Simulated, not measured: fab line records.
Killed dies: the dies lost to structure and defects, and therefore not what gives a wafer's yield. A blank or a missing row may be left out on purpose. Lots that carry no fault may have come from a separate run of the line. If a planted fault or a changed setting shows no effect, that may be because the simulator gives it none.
Comparing a struck lot with a sound one    flow sfq line    13 steps out of a route of 325
Sound: the wafers L999.1, L999.5, L999.6. Wafers L106.3, L106.6 were the ones struck. At the end, the cause is stated.
Each step with rows lists, per side, the tool, then ch with its chambers, then its first start. Under that, the readings that differ: sound wafers    struck wafers    difference of the means    sigmas: that difference in standard deviations of wafers without a fault.
alike: readings with means less than 2 such deviations apart, plus words and numbers identical on both sides. not compared: withheld readings, readings lacking a value on some wafer, bounds such as >300 that could conceal the same value, and numbers that have no deviation in the record and whose values overlap.
The two part at a step that has a row with sigmas, a row that says differs or no value, or rows on one side only. Non-overlapping numbers with no deviation appear without sigmas and do not part them. Lack of a reading on every wafer of one side parts them only where that side has two or more wafers.

first, 2 steps without rows for these wafers: SFQ_TRILAYER_I3_VIA_STRIP_SOLV_CLEAN_090 (cleans in NMP, time 600 s); SFQ_TRILAYER_M4_DEP_PRE_CLEAN_092 (time 22.5 s).
SFQ_TRILAYER_M4_DEP_SPUTTER_091: material Nb, target thk 200 nm, time 133.3 s.
  sound on pvd sputter-04 at day 45 10:02; struck on pvd sputter-06 at day 47 18:47
  alike: throttle valve pct
SFQ_M4_RS_MEAS_924: measurement is done with a four-point probe.
  sound on film metro-04 at day 45 10:08; struck on film metro-03 at day 47 18:55
  alike: M4_NB_RS
then, 6 steps without rows for these wafers: SFQ_TRILAYER_M4_LITHO_COAT_098 (resist thk 62 nm); SFQ_TRILAYER_M4_LITHO_COAT_093 (resist thk 600 nm); SFQ_TRILAYER_M4_LITHO_SOFTBAKE_097; SFQ_TRILAYER_M4_LITHO_EXPOSE_094 (exposes mask M4, target cd 500 nm); SFQ_TRILAYER_M4_LITHO_PEB_096 (peb time 60 s); SFQ_TRILAYER_M4_LITHO_DEVELOP_095 (time 60 s).
-- the record jumps here: 6 days lie between the struck wafers' starts before and after --
SFQ_M4_OVL_MEAS_926:
  sound on overlay-01 at day 45 16:21; struck on overlay-02 at day 53 19:50
  alike: M4_OVL
SFQ_TRILAYER_M4_BARC_OPEN_METAL_ETCH_123: etches BARC in O2, target depth 125 nm, time 41.7 s.
  sound on rie metal-04 ch 0,1, day 45 16:23; struck on rie metal-04 ch 0, day 53 19:52
  alike: drypump motor current A, he backside leak sccm, oes product au
  not compared: rf hours counter h, model.KrF_of_TRILAYER_M4_LITHO_COAT_093.thk nm
SFQ_TRILAYER_M4_ETCH_METAL_ETCH_096: etches Nb in Cl2/Ar, stops on SiO2, target depth 240 nm, time 120 s.
  sound on rie metal-04 ch 0,1, day 45 16:26; struck on rie metal-04 ch 0, day 53 19:57
  alike: drypump motor current A, he backside leak sccm, oes product au
  not compared: rf hours counter h

## WHERE THEY PART
Nowhere in this record.

WHY: what the simulator had put in
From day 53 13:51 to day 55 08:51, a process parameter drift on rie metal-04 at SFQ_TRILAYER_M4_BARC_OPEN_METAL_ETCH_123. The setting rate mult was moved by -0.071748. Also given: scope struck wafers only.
